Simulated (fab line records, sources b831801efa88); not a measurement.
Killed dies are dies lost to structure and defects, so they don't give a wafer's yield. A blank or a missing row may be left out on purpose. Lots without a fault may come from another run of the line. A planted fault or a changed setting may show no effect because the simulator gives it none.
A struck lot beside a sound one | flow gf180mcu | 32 steps out of a route of 602
Sound: wafers L173.1, L173.2, L173.5. Struck: wafers L164.2, L164.4, L164.6. The cause comes at the end.
At each step with rows: each side's tool, then ch and its chambers, then its first start. Under that, the readings that differ: sound wafers | struck wafers | difference of the means | sigmas: that difference in standard deviations of wafers without a fault.
alike: readings whose means differ by less than 2 such deviations, and words and numbers that are the same on both sides. not compared: withheld readings, readings that some wafer has no value for, bounds like >300 that may hide the same value, and numbers for which the record gives no deviation and whose values overlap.
The two part at a step that has a row with sigmas, a row that says differs or no value, or rows on one side only. Numbers that don't overlap but have no deviation are shown without sigmas and don't part them. A reading that every wafer of one side lacks parts them only if that side has two wafers or more.

first, 2 steps without rows for these wafers: GF_SAB_ETCH_11 (etches SiO2 in C4F8/O2/Ar, target depth 55 nm, time 8.5 s); GF_SAB_WET_ETCH_12 (etches SiO2 in dHF, target depth 22 nm, time 440 s).
GF_SAB_STRIP_13: strips in O2/N2.
  sound on plasma_asher-03 ch 0,1, day 20 14:53; struck on plasma_asher-01 ch 0,1, day 17 09:48
  alike: drypump_motor_current_A, heater_power_w, oes_product_au, strip_time_to_endpoint_s
  not compared: rf_hours_counter_h
then, 2 steps without rows for these wafers: GF_SALICIDE_CLEAN_00 (cleans in SC1/SC2, time 150 s); GF_SALICIDE_WET_ETCH_01 (etches SiO2 in dHF, target depth 5 nm, time 100 s).
GF_SALICIDE_SPUTTER_02: material Co, target thk 10 nm, time 20 s.
  sound on pvd_sputter-04, day 20 15:04; struck on pvd_sputter-02, day 17 09:59
  alike: throttle_valve_pct
GF_SALICIDE_SPUTTER_03: material TiN, target thk 20 nm, time 16.7 s.
  sound on pvd_sputter-04, day 20 15:06; struck on pvd_sputter-02, day 17 10:01
  alike: throttle_valve_pct
GF_SALICIDE_RS_MEAS_04: measures by four-point-probe.
  sound on film_metro-04, day 20 15:08; struck on film_metro-01, day 17 10:04
  reading                  | sound             | struck            | difference | sigmas
  SALICIDE_TIN_RS (ohm/sq) | 16.00 15.96 15.87 | 16.55 16.62 16.68 | +0.67      | +3
GF_SALICIDE_THK_MEAS_05: measures by xrf.
  sound on film_metro-04, day 20 15:15; struck on film_metro-01, day 17 10:11
  reading               | sound             | struck            | difference | sigmas
  SALICIDE_TIN_THK (nm) | 19.98 20.03 19.84 | 19.05 19.09 19.37 | -0.78      | -3
then, 3 steps without rows for these wafers: GF_SALICIDE_RTA_06 (time 30 s); GF_SALICIDE_WET_ETCH_07 (etches the open film in SPM, target depth 120 nm); GF_SALICIDE_RTA_08 (time 30 s).
GF_CONTACT_CVD_00: deposits SiO2, target thk 300 nm, time 50 s.
  sound on hdpcvd-02 ch 0,1,2, day 20 15:43; struck on hdpcvd-02 ch 0,2, day 17 10:34
  reading                                  | sound             | struck            | difference | sigmas
  sih4_flow_sccm (sccm)                    | 59.77 60.27 60.07 | 51.45 51.21 50.80 | -8.88      | -52
  model.SiO2_of_CONTACT_CVD_00.thk_nm (nm) | 298.6 302.3 303.5 | 253.6 255.4 255.4 | -46.7      |
GF_CONTACT_THK_MEAS_01:
  sound on film_metro-02, day 20 15:45; struck on film_metro-04, day 17 10:40
  reading                 | sound       | struck      | difference | sigmas
  CONTACT_CVD_00_THK (nm) | 299 302 303 | 254 255 256 | -46        | -15
then, 1 step without rows for these wafers: GF_CONTACT_CVD_02 (deposits SiO2 from TEOS, target thk 860 nm, time 95.992 s).
GF_CONTACT_THK_MEAS_03:
  sound on film_metro-03, day 20 15:53; struck on film_metro-03, day 17 10:47
  alike: CONTACT_CVD_02_THK
then, 1 step without rows for these wafers: GF_CONTACT_CMP_04 (polishes SiO2).
GF_CONTACT_BOW_MEAS_05:
  sound on film_metro-03, day 20 16:14; struck on film_metro-02, day 17 11:10
  alike: CONTACT_BOW
then, 8 steps without rows for these wafers: GF_CONTACT_DEHYDRATE_06 (time 60 s); GF_CONTACT_HMDS_07 (prime time 60 s); GF_CONTACT_COAT_08; GF_CONTACT_COAT_09 (resist thk 1000 nm); GF_CONTACT_SOFTBAKE_10 (time 60 s); GF_CONTACT_EXPOSE_11 (exposes mask Contact, target cd 220 nm); GF_CONTACT_PEB_12 (peb time 90 s); GF_CONTACT_DEVELOP_13 (develop time 60 s).
GF_CONTACT_CD_MEAS_14: target cd 220 nm.
  sound on cd_sem-02, day 21 17:03; struck on cd_sem-02, day 18 10:40
  alike: cd_nm
GF_CONTACT_OVL_MEAS_15:
  sound on overlay-01, day 21 17:10; struck on overlay-01, day 18 10:46
  alike: CONTACT_OVL
GF_CONTACT_ETCH_16: etches BARC in N2/H2.
  sound on rie_diel-03 ch 1,2, day 21 17:12; struck on rie_diel-01 ch 0,1,2, day 18 10:48
  alike: bias_w, drypump_motor_current_A, oes_product_au, throttle_valve_pct
GF_CONTACT_ETCH_17: etches SiO2 in C4F8/O2/Ar, stops on CoSi2, target depth 860 nm.
  sound on rie_diel-03 ch 1,2; struck on rie_diel-01 ch 0,1,2
  reading                             | sound             | struck            | difference | sigmas
  oes_product_au (a.u.)               | 0.815 0.821 0.822 | 0.792 0.788 0.791 | -0.029     | -7
  model.CONTACT.feature_depth_nm (nm) | 858.6 862.7 863.7 | 813.6 818.1 814.9 | -46.1      |
  model.etch.depth_nm (nm)            | 858.6 862.7 863.7 | 813.6 818.1 814.9 | -46.1      |
  alike: bias_w
GF_CONTACT_STRIP_18: strips in O2/N2.
  sound on plasma_asher-02 ch 0,1, day 21 17:22; struck on plasma_asher-01 ch 1, day 18 10:58
  alike: drypump_motor_current_A, heater_power_w, oes_product_au
  not compared: rf_hours_counter_h
then, 1 step without rows for these wafers: GF_PASSIVATION_PROBE_99.

WHERE THEY PART
First at GF_SALICIDE_RS_MEAS_04; last, within this record, at GF_CONTACT_ETCH_17. Later steps at which nothing parts them and some readings are alike: GF_CONTACT_STRIP_18.

WHY: what the simulator had put in
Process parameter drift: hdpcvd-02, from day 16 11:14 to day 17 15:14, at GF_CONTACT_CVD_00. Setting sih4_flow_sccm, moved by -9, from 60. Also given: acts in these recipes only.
